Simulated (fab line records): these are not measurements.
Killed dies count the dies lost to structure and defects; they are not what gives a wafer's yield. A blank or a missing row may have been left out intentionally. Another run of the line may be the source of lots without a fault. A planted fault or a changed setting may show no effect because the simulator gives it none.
fab line records	flow sky130
record: lots: 12	wafers: 36	last_day: 50
route steps=708 shown FIELD_ISO@18 SONOS_ONO@173 LDD_P@265 CONTACT@421
lots with no fault: from the same line, run without faults
start_h: hours from the record's first day to the start of the lot's first wafer shown	wait_h: hours from the lot's prior step to this one	" as in the row above	L1.1+2: a row that stands for several wafers	- no value present, or no start provided	* or withheld: withheld	< > ~ a bound
route shown NAME@n: a module of which the file shows steps, and the number in the route of the first	usual: mean and standard deviation over wafers with no fault	same: alike in all rows	chamber/n: place in a boat	sites: per-site readings	_std_site: standard deviation across them	_edge_site: outer sites' mean less inner sites'	radius_mm: how far each site lies from the wafer's centre	mask NAME#n: copy n	behind: the last tool/chamber to shape the wafer	hold: reason for holding the lot/hours on hold/outcome of the hold	device: the transistor (n, p or np) that didn't switch	end of line: tests run on the same wafers once the route is complete	where a step has no rows: the recipe by itself	killed: dies that structure and defects cost at the first sort, which is not the same as the wafer's yield	map: a wafer's dies, marking killed ones x, the rest . and places with no die _
set.NAME: the setting the step ran with; set.NAME@STEP: the setting that earlier step ran with	model.NAME: the simulator's own value behind a step, which no gauge read
route steps across a sampled set of lots; one table per step, one row per wafer
services: from which hour (start_h, from the record's first day; less than 0 if before it) a tool's chamber was out of use, for how many hours, and why
== steps ==
step: SKY_FIELD_ISO_ETCH_17
recipe: target_depth_a: 3420	mask_material: Si3N4	chemistry: HBr/Cl2/O2	target: Si	taper_deg: 5	icp_w: 600	bias_w: 150	pressure_mtorr: 15	HBr_flow_sccm: 150	Cl2_flow_sccm: 40	O2_flow_sccm: 6	time_s: 97.7
usual: HBr_flow_sccm: 149.9/0.46	chamber_pressure_mTorr: 15.000/0.014	drypump_motor_current_A: 5.9/0.55	oes_product_au: 0.999/0.0099	run_length_s: 126.0/0.42	throttle_valve_pct: 25.657/0.011
lot.wafer	tool	chamber	start_h	wait_h	HBr_flow_sccm	chamber_pressure_mTorr	drypump_motor_current_A	oes_product_au	rf_hours_counter_h	run_length_s	throttle_valve_pct
L446.2	rie_si-02	3	27.84	0.1	151.1	15.004	4.7	1.011	17	125.5	25.656
L446.3	"	2	"	"	150.0	14.990	6.7	1.014	43	125.7	25.644
L446.4	"	0	"	"	149.5	15.003	6.0	0.997	59	126.8	25.656
L448.1	rie_si-01	2	38.01	0.1	149.9	15.004	6.1	0.979	145	126.0	25.662
L448.3	"	0	"	"	149.6	15.026	5.7	1.013	145	125.9	25.648
L448.5	"	2	"	"	150.3	14.975	6.2	0.981	-	126.5	25.661
L449.2	rie_si-01	3	45.01	0.1	150.5	14.995	5.5	0.993	105	125.6	25.671
L449.4	"	1	"	"	150.0	15.002	5.7	0.991	136	126.2	25.667
L449.5	"	2	"	"	149.5	14.973	6.1	0.995	-	126.2	25.660
L450.1	rie_si-01	3	51.10	0.1	150.8	15.015	5.5	0.991	105	125.9	25.656
L450.3	"	1	"	"	149.2	15.005	5.7	0.999	136	126.0	25.664
L450.4	"	0	"	"	151.0	15.012	5.7	1.003	145	126.6	25.657
L454.3	rie_si-02	3	71.39	0.0	149.9	14.978	4.7	1.004	17	84.4	25.669
L454.5	"	0	"	"	150.7	15.004	6.0	0.982	-	85.3	25.655
L454.6	"	1	"	"	149.9	14.995	6.3	0.995	-	85.2	25.657
L457.2	rie_si-02	1	85.50	0.1	149.4	15.001	6.2	1.001	130	85.0	25.651
L457.3	"	3	"	"	150.0	14.967	4.7	1.008	17	84.4	25.656
L457.4	"	0	"	"	150.9	14.974	6.0	0.988	59	85.5	25.667
L459.1	rie_si-01	3	99.31	0.1	149.3	14.989	5.5	1.003	106	126.1	25.647
L459.3	"	0	"	"	150.0	14.997	5.7	1.003	146	126.3	25.659
L459.6	"	2	"	"	148.9	14.988	6.2	0.988	-	126.1	25.662
L460.3	rie_si-01	3	103.84	0.0	150.1	15.005	5.4	0.992	106	125.8	25.664
L460.5	"	1	"	"	149.8	14.994	5.7	1.005	-	126.2	25.669
L460.6	"	3	"	"	150.2	14.993	5.4	1.010	-	125.6	25.653
L466.2	rie_si-01	2	134.70	0.1	150.0	14.993	6.2	0.988	0	126.0	25.666
L466.5	"	1	"	"	150.4	14.976	5.7	1.013	-	126.3	25.646
L466.6	"	2	"	"	149.6	15.000	6.2	0.987	-	126.2	25.675
L467.2	rie_si-01	3	138.49	0.1	149.9	14.997	5.5	0.990	106	126.2	25.670
L467.3	"	1	"	"	149.4	15.003	5.7	1.006	137	126.3	25.651
L467.4	"	3	"	"	149.9	15.008	5.5	1.014	-	125.8	25.649
L468.3	rie_si-01	3	142.89	0.0	149.6	15.006	5.5	1.001	106	125.9	25.657
L468.4	"	3	"	"	149.9	14.992	5.5	1.000	-	126.0	25.664
L468.5	"	1	"	"	149.5	14.999	5.7	1.010	-	126.3	25.652
L469.1	rie_si-02	0	148.76	0.1	150.0	15.002	5.9	0.997	60	126.7	25.659
L469.3	"	2	"	"	149.9	14.979	6.7	1.002	44	125.6	25.664
L469.5	"	1	"	"	150.1	15.004	6.2	1.003	-	126.3	25.650
step: SKY_SONOS_ONO_THK_MEAS_05
recipe: reads: SiO2_of_SONOS_ONO_CVD_04
usual: SONOS_ONO_CVD_04_THK: 5.75/0.12
lot.wafer	tool	chamber	start_h	wait_h	SONOS_ONO_CVD_04_THK[nm]
L446.2	film_metro-02	-	260.92	0.0	5.72
L446.3	"	-	"	"	5.73
L446.4	"	-	"	"	5.85
L448.1	film_metro-01	-	270.49	0.0	5.93
L448.3	"	-	"	"	5.78
L448.5	"	-	"	"	5.80
L449.2	film_metro-03	-	281.01	0.0	5.59
L449.4	"	-	"	"	5.61
L449.5	"	-	"	"	5.72
L450.1	film_metro-02	-	285.84	0.0	5.79
L450.3	"	-	"	"	5.81
L450.4	"	-	"	"	5.81
L454.3	film_metro-01	-	313.63	0.0	5.68
L454.5	"	-	"	"	5.67
L454.6	"	-	"	"	5.70
L457.2	film_metro-02	-	337.89	0.0	5.87
L457.3	"	-	"	"	5.95
L457.4	"	-	"	"	5.84
L459.1	film_metro-03	-	363.05	0.0	5.78
L459.3	"	-	"	"	5.76
L459.6	"	-	"	"	5.67
L460.3	film_metro-03	-	364.42	0.0	5.66
L460.5	"	-	"	"	5.80
L460.6	"	-	"	"	5.73
L466.2	film_metro-01	-	422.34	0.0	5.82
L466.5	"	-	"	"	5.96
L466.6	"	-	"	"	5.66
L467.2	film_metro-01	-	423.85	0.0	5.67
L467.3	"	-	"	"	5.66
L467.4	"	-	"	"	5.76
L468.3	film_metro-01	-	427.16	0.0	5.69
L468.4	"	-	"	"	5.63
L468.5	"	-	"	"	5.65
L469.1	film_metro-03	-	448.79	0.0	5.72
L469.3	"	-	"	"	5.83
L469.5	"	-	"	"	5.77
step: SKY_LDD_P_STRIP_10
recipe: chemistry: O2/N2	power_w: 1400	pressure_mtorr: 1500	platen_temp_c: withheld	o2_flow_sccm: 3000	n2_flow_sccm: 300	overash_fraction: 0.5
usual: chamber_pressure_mTorr: 1500.0/1.5	drypump_motor_current_A: 5.6/0.39	n2_flow_sccm: 299.9/0.82	oes_product_au: 0.716/0.0046	strip_time_to_endpoint_s: 14.17/0.038
lot.wafer	tool	chamber	start_h	wait_h	chamber_pressure_mTorr	drypump_motor_current_A	n2_flow_sccm	oes_product_au	rf_hours_counter_h	strip_time_to_endpoint_s
L446.2	plasma_asher-04	0	439.99	0.1	1499.2	5.2	298.5	0.718	64	14.13
L446.3	"	0	"	"	1499.3	5.2	299.3	0.713	-	14.19
L446.4	"	1	"	"	1500.4	5.7	300.1	0.714	-	14.22
L448.1	plasma_asher-02	0	448.52	0.1	1503.2	6.3	298.1	0.715	76	14.18
L448.3	"	1	"	"	1499.6	6.5	300.6	0.713	-	14.26
L448.5	"	1	"	"	1497.4	6.5	299.5	0.713	-	14.20
L449.2	plasma_asher-03	0	461.37	0.1	1496.9	5.2	299.6	0.717	3	14.12
L449.4	"	1	"	"	1500.2	5.7	300.3	0.711	-	14.09
L449.5	"	0	"	"	1500.8	5.2	299.8	0.714	-	14.11
L450.1	plasma_asher-04	1	469.29	0.1	1500.8	5.7	300.6	0.714	67	14.17
L450.3	"	0	"	"	1499.7	5.2	299.8	0.721	-	14.17
L450.4	"	1	"	"	1502.3	5.7	300.6	0.717	-	14.17
L454.3	plasma_asher-04	1	500.26	0.1	1498.7	5.7	298.9	0.725	-	14.17
L454.5	"	0	"	"	1501.7	5.2	300.1	0.708	-	14.20
L454.6	"	1	"	"	1499.6	5.7	300.0	0.712	-	14.17
L457.2	plasma_asher-04	0	528.64	0.1	1500.1	5.2	298.2	0.715	73	14.17
L457.3	"	0	"	"	1502.0	5.2	299.2	0.722	-	14.18
L457.4	"	1	"	"	1501.1	5.7	300.1	0.720	-	14.17
L459.1	plasma_asher-03	1	556.19	0.1	1500.1	5.7	299.9	0.709	10	14.13
L459.3	"	0	"	"	1499.0	5.2	299.4	0.716	-	14.19
L459.6	"	0	"	"	1502.1	5.2	299.7	0.717	-	14.11
L460.3	plasma_asher-03	1	557.52	0.1	1500.6	5.7	300.8	0.718	-	14.22
L460.5	"	0	"	"	1498.4	5.2	300.0	0.716	-	14.12
L460.6	"	1	"	"	1499.4	5.7	300.2	0.720	-	14.16
L466.2	plasma_asher-04	0	614.37	0.1	1498.1	5.2	301.0	0.715	81	14.18
L466.5	"	1	"	"	1500.7	5.7	300.8	0.712	-	14.15
L466.6	"	0	"	"	1499.5	5.2	300.3	0.715	-	14.19
L467.2	plasma_asher-04	1	616.99	0.1	1498.5	5.7	299.4	0.720	81	14.19
L467.3	"	0	"	"	1498.6	5.2	299.8	0.716	-	14.22
L467.4	"	1	"	"	1501.1	5.7	299.8	0.717	-	14.19
L468.3	plasma_asher-02	1	620.02	0.1	1499.8	6.5	300.5	0.714	-	14.17
L468.4	"	0	"	"	1501.9	6.3	299.5	0.710	-	14.17
L468.5	"	1	"	"	1497.6	6.5	299.6	0.711	-	14.17
L469.1	plasma_asher-03	1	644.09	0.1	1501.5	5.7	299.8	0.718	19	14.10
L469.3	"	0	"	"	1498.0	5.2	300.6	0.714	-	14.13
L469.5	"	1	"	"	1499.8	5.7	299.2	0.719	-	14.18
step: SKY_CONTACT_OVL_MEAS_15
usual: CONTACT_OVL: 3/5.3
lot.wafer	tool	chamber	start_h	wait_h	CONTACT_OVL[nm]
L446.2	overlay-01	-	741.76	0.1	-3
L446.3	"	-	"	"	-1
L446.4	"	-	"	"	-2
L448.1	overlay-02	-	754.45	0.1	5
L448.3	"	-	"	"	13
L448.5	"	-	"	"	3
L449.2	overlay-01	-	761.66	0.1	0
L449.4	"	-	"	"	3
L449.5	"	-	"	"	6
L450.1	overlay-02	-	768.19	0.1	6
L450.3	"	-	"	"	0
L450.4	"	-	"	"	5
L454.3	overlay-01	-	796.10	0.1	-2
L454.5	"	-	"	"	8
L454.6	"	-	"	"	-2
L457.2	overlay-02	-	818.41	0.1	-5
L457.3	"	-	"	"	5
L457.4	"	-	"	"	1
L459.1	overlay-02	-	841.59	0.1	10
L459.3	"	-	"	"	6
L459.6	"	-	"	"	6
L460.3	overlay-02	-	842.30	0.1	-4
L460.5	"	-	"	"	5
L460.6	"	-	"	"	5
L466.2	overlay-02	-	891.74	0.1	2
L466.5	"	-	"	"	4
L466.6	"	-	"	"	1
L467.2	overlay-01	-	895.14	0.1	8
L467.3	"	-	"	"	11
L467.4	"	-	"	"	5
L468.3	overlay-01	-	898.72	0.1	-8
L468.4	"	-	"	"	-11
L468.5	"	-	"	"	-6
L469.1	overlay-01	-	917.20	0.1	-5
L469.3	"	-	"	"	-5
L469.5	"	-	"	"	-4
== services ==
tool	chamber	start_h	hours	kind
rie_si-01	-	4.87	2.8	pm
rie_si-02	2	9.02	3.5	repair
plasma_asher-04	-	41.82	15.6	pm
plasma_asher-04	-	111.77	4.8	repair
rie_si-02	-	142.21	2.8	pm
rie_si-01	1	158.94	8.3	repair
rie_si-01	0	219.41	3.7	repair
rie_si-01	-	220.83	4.0	pm
rie_si-01	0	261.48	15.0	repair
rie_si-01	3	315.74	5.9	repair
rie_si-02	-	336.04	0.5	repair
rie_si-01	-	343.98	0.3	repair
rie_si-01	3	352.89	1.9	repair
plasma_asher-02	-	357.24	28.1	pm
rie_si-02	1	362.24	7.2	repair
rie_si-02	-	375.78	1.6	repair
rie_si-01	3	384.69	29.9	repair
plasma_asher-03	-	421.25	9.0	pm
rie_si-01	1	429.62	75.3	repair
rie_si-01	0	447.80	9.9	repair
rie_si-01	3	470.88	1.1	repair
rie_si-01	-	473.62	0.2	repair
plasma_asher-03	-	513.80	15.6	pm
rie_si-01	1	623.98	5.9	repair
== key ==
first_sign: step: SKY_FIELD_ISO_ETCH_17	reading: run_length_s	direction: down	sigmas: 98	usual: *	struck: *
effect none on later readings
met_at SKY_FIELD_ISO_ETCH_17
struck_lots L454,L457
tester_left_out L454,L457
not_acting_at SKY_SONOS_ONO_THK_MEAS_05,SKY_LDD_P_STRIP_10,SKY_CONTACT_OVL_MEAS_15
onset_between 27.84 71.39
fault: kind: process_parameter_drift	tool: rie_si-02	chamber: -	onset_h: 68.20	steps: SKY_FIELD_ISO_ETCH_17	channel: time_s	offset: *	shape: step	end_h: 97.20	acts_in: *	stated: *
tester_left_out: of these lots the tester's yield and bins aren't shown, on N5 and GAA mostly nor the transistor test; their killed dies are dies lost to structure and defects alone, not to doping, threshold or leakage, so they don't give the yield
